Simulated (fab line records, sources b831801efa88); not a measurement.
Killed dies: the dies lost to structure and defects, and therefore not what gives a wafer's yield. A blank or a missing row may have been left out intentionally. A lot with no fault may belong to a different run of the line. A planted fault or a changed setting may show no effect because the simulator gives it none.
One fault through the eyes of 2 desks	flow sfq line	what lay behind the numbers comes last; until then each desk has only its own

TOOL OWNER'S DESK, litho track-01
The tool's own readings at SFQ_TRILAYER_I5_LITHO_COAT_144 (resist thk 650 nm): means of the sampled wafers that have a number, for each lot that ran on this tool. If a lot's mean is further than 4 standard deviations from the usual mean, the lot is out of limits and carries the mark OUT (the distance appears in the brackets).
Columns: A = chill plate temp C at SFQ_TRILAYER_I5_LITHO_COAT_144, usual 23.00 C
lot	first seen here	A
L242	day 58 20:40	22.99
L252	day 63 20:35	22.92
L253	day 64 01:23	23.12
Result from this desk: across the 3 lots, nothing is out of limits.

FROM THE METROLOGY DESK
Lot by lot, what the gauges showed, no matter which tool ran the lot: averages of those sampled wafers that carry a number. If a lot's mean is further than 4 standard deviations from the usual mean, the lot is out of limits and carries the mark OUT (the distance appears in the brackets).
Columns: A = R5_OVL at SFQ_R5_OVL_MEAS_935, usual 0 nm; B = I5_OVL at SFQ_I5_OVL_MEAS_936, usual -1 nm
lot	first seen here	A	B
L242	day 58 19:25	7	1
L247	day 61 13:05	1	2
L252	day 63 19:20	-5	-6
L253	day 64 00:08	-3	-1
L254	day 64 03:44	2	1
L258	day 65 21:21	5	3
Result from this desk: across the 6 lots, nothing is out of limits.

TAKEN TOGETHER
The tool owner's desk saw nothing out of limits.
The metrology desk saw nothing out of limits.

WHAT THE SIMULATOR PUT IN
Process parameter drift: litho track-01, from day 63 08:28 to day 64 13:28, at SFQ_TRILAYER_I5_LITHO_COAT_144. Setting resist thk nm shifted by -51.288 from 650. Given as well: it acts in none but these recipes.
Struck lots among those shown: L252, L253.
